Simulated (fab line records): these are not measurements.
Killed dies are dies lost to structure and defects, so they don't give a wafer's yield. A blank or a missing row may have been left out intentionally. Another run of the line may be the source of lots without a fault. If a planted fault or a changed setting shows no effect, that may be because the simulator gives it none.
2 desks, one fault -- flow gf180mcu -- each desk holds nothing but its own numbers, with what lay behind them at the end

== FROM THE METROLOGY DESK ==
Means of the sampled wafers that have a number, per lot and without regard to the tool the lot ran on: this is what the gauges read. Marked OUT: a lot whose mean sits more than 4 standard deviations from the usual mean, which makes it out of limits; the brackets give that distance.
Columns: A = V5_CVD_00_THK at GF_V5_THK_MEAS_01, usual 301 nm; B = V5_CVD_02_THK at GF_V5_THK_MEAS_03, usual 1453 nm; C = V5_BOW at GF_V5_BOW_MEAS_05, usual 131 um
lot,first seen here,A,B,C
L188,day 28 06:49,303,1454,137
L190,day 28 18:54,297,1446,117
L200,day 31 09:56,298,1463,141
L204,day 32 09:26,304,1431,132
L206,day 32 19:05,299,1455,127
Result from this desk: across the 5 lots, nothing is out of limits.

== THE TOOL OWNER'S DESK: litho track-02 ==
The tool's own readings at GF_V5_SOFTBAKE_10 (time 60 s): means of the sampled wafers that have a number, for each lot that ran on this tool. Marked OUT: a lot whose mean sits more than 4 standard deviations from the usual mean, which makes it out of limits; the brackets give that distance.
Columns: A = heater power total W at GF_V5_SOFTBAKE_10, usual 93.04 W; B = resist line temp C at GF_V5_SOFTBAKE_10, usual 23.01 C; C = run length s at GF_V5_SOFTBAKE_10, usual 89.21 s
lot,first seen here,A,B,C
L190,day 29 04:00,98.11 (+85) OUT,22.95,80.30 (-41) OUT
L204,day 32 17:00,93.02,22.98,89.39
This desk finds L190 out of limits, L190 being first, at day 29 04:00 (heater power total W at GF_V5_SOFTBAKE_10). In limits: L204.

== BROUGHT TOGETHER ==
On L190, at day 29 04:00, an alarm was possible from the tool owner's desk.
Nothing out of limits was seen by the metrology desk.
The metrology desk holds a record of L190, inside its limits.
All the named lots went through GF_V5_SOFTBAKE_10 on litho track-02.

== WHAT THE SIMULATOR PUT IN ==
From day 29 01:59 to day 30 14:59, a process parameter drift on litho track-02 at GF_V5_SOFTBAKE_10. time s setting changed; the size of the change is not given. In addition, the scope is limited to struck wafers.
Lots struck among those shown: L190.
Time in hours from fault onset to the first out-of-limits reading at each desk: the tool owner's desk, 2.
